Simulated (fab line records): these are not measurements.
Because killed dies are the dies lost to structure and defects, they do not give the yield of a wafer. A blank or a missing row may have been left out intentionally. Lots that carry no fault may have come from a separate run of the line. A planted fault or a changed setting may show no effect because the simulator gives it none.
Split-lot experiment | flow sky130 | 23 wafers read across 5 lots, on a route 708 steps long

== ABOUT THE SPLIT ==
At SKY_VIA2_ETCH_14 (etches BARC in N2/H2, stops on SiO2, time 45.9 s, target depth 60 nm), the setting time s was moved away from the recipe's 45.9 s on 11 of the 23 wafers read, by -10.0% to +10.7%. The other wafers ran this setting at the recipe's value.

Reading taken at the split's own step.

== THE READING ==
oes product au, in a.u., at SKY_VIA2_ETCH_14 (etches BARC in N2/H2, stops on SiO2, time 45.9 s, target depth 60 nm). Typical for fault-free wafers on this fab line: 0.853 a.u., with standard deviation 0.0044 a.u.

wafer  | tool, chamber at the split | time s as run, s | against the recipe | oes product au, a.u. | against lot-mates on the recipe
L074.2 | rie diel-01, 3             | 45.9             | recipe             | 0.859                | -
L074.4 | rie diel-01, 1             | 45.9             | recipe             | 0.858                | -
L074.5 | rie diel-01, 3             | 45.9             | recipe             | 0.853                | -
L076.1 | rie diel-03, 1             | 41.99            | -8.5%              | 0.892                | +0.040
L076.2 | rie diel-03, 0             | 45.9             | recipe             | 0.844                | -
L076.4 | rie diel-03, 2             | 45.9             | recipe             | 0.856                | -
L076.5 | rie diel-03, 2             | 45.9             | recipe             | 0.856                | -
L076.6 | rie diel-03, 1             | 41.99            | -8.5%              | 0.893                | +0.041
L081.1 | rie diel-04, 0             | 50.83            | +10.7%             | 0.847                | -0.012
L081.2 | rie diel-04, 3             | 50.83            | +10.7%             | 0.847                | -0.012
L081.3 | rie diel-04, 1             | 50.83            | +10.7%             | 0.832                | -0.027
L081.5 | rie diel-04, 2             | 45.9             | recipe             | 0.860                | -
L081.6 | rie diel-04, 3             | 45.9             | recipe             | 0.857                | -
L083.1 | rie diel-01, 2             | 48.98            | +6.7%              | 0.840                | -0.017
L083.2 | rie diel-01, 1             | 45.9             | recipe             | 0.858                | -
L083.3 | rie diel-01, 3             | 48.98            | +6.7%              | 0.843                | -0.014
L083.4 | rie diel-01, 0             | 48.98            | +6.7%              | 0.839                | -0.018
L083.6 | rie diel-01, 0             | 45.9             | recipe             | 0.857                | -
L085.1 | rie diel-01, 0             | 45.9             | recipe             | 0.852                | -
L085.2 | rie diel-01, 1             | 45.9             | recipe             | 0.863                | -
L085.4 | rie diel-01, 3             | 41.29            | -10.0%             | 0.920                | +0.063
L085.5 | rie diel-01, 0             | 41.29            | -10.0%             | 0.898                | +0.041
L085.6 | rie diel-01, 3             | 41.29            | -10.0%             | 0.910                | +0.053

FIT RESULTS
A straight line over all 23 wafers: oes product au changes by -0.00326 a.u. for each +1% of time s; r = -0.90; the points scatter about the line by 0.011 a.u.
The same after taking each lot's own level away (the mean of its wafers on the recipe; 23 wafers): -0.0034 a.u. for each +1%; r = -0.92; scatter 0.0099 a.u.
According to that fit, moving time s by its largest amount changes the reading by 0.037 a.u.
Across the lots, their own levels run from 0.8520 to 0.8585 a.u., a range of 1.5 times the standard deviation given above.
Hence the lot-to-lot level has little effect on the slope; both slopes agree.
Check: for one of the wafers moved furthest among these (+10.7%), held out of the fit, the line's prediction against its lot-mates is -0.0334 a.u. Against them it came out at -0.0115 a.u.
Tool readings at the split's step, against how far the setting was moved: oes product au r = -0.90.

== THE WHOLE CHAIN: every reading that the file lists as answering this split, in the file's order ==
step             | what it does                                                         | reading                                                                           | change (the file's fit)                   | r (the file's)
SKY_VIA2_ETCH_14 | etches BARC in N2/H2, stops on SiO2, time 45.9 s, target depth 60 nm | oes product au                                                                    | -0.00344 a.u. for each +1% of the setting | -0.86
SKY_VIA2_ETCH_14 | etches BARC in N2/H2, stops on SiO2, time 45.9 s, target depth 60 nm | KrF-thick_of_VIA2_COAT_07.thk nm (the simulator's own value, which no gauge read) | -0.376 nm for each +1% of the setting     | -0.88

== FILE'S OWN FIT ==
oes product au changes by -0.00344 a.u. for each +1% of time s, r = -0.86.
